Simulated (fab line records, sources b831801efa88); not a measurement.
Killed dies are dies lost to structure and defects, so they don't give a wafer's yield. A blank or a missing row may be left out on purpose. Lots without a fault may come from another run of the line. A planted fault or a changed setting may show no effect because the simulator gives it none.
One fault seen from 2 desks | flow gf180mcu | each desk has only its own numbers; what lay behind them comes last

THE METROLOGY DESK
What the gauges read, lot by lot, whatever tool the lot ran on: means of the sampled wafers that have a number. A lot is out of limits, marked OUT, if its mean lies more than 4 standard deviations from the usual mean; the brackets give that distance.
Columns: A = SAB_OVL at GF_SAB_OVL_MEAS_10, usual 0.3 nm; B = CONTACT_OVL at GF_CONTACT_OVL_MEAS_15, usual -4 nm
lot  | first seen here | A    | B
L831 | day 15 15:37    | -1.2 | -4
L834 | day 16 16:27    | 0.4  | -7
L835 | day 16 16:53    | 1.7  | -7
L838 | day 18 00:09    | -0.6 | -7
L840 | day 18 11:03    | -1.1 | -4
L841 | day 18 11:46    | 0.7  | -5
L842 | day 19 04:55    | 2.6  | -2
L843 | day 19 15:05    | 1.0  | 0
L845 | day 20 01:35    | 0.3  | -5
L844 | day 20 01:52    | -1.3 | -15
L846 | day 20 15:26    | 0.4  | -8
L849 | day 21 14:25    | 0.7  | 2
L852 | day 22 11:39    | -0.3 | -6
L853 | day 22 18:47    | -0.1 | -13
This desk's finding: nothing out of limits on any of the 14 lots.

THE TOOL OWNER'S DESK: cmp-02
The tool's own readings at GF_CONTACT_CMP_04 (polishes SiO2): means of the sampled wafers that have a number, for each lot that ran on this tool. A lot is out of limits, marked OUT, if its mean lies more than 4 standard deviations from the usual mean; the brackets give that distance.
Columns: A = motor_current_A at GF_CONTACT_CMP_04, usual 11.9 A; B = time_to_endpoint_s at GF_CONTACT_CMP_04, usual 115 s
lot  | first seen here | A    | B
L835 | day 16 18:07    | 12.2 | 121
L838 | day 18 01:33    | 11.9 | 121
L840 | day 18 12:21    | 11.8 | 117
L841 | day 18 13:02    | 11.7 | 114
L845 | day 20 03:01    | 11.8 | 87
L844 | day 20 03:16    | 11.0 | 89
L852 | day 22 12:51    | 12.0 | 116
This desk's finding: nothing out of limits on any of the 7 lots.

PUT TOGETHER
The metrology desk saw nothing out of limits.
The tool owner's desk saw nothing out of limits.

WHAT THE SIMULATOR HAD PUT IN
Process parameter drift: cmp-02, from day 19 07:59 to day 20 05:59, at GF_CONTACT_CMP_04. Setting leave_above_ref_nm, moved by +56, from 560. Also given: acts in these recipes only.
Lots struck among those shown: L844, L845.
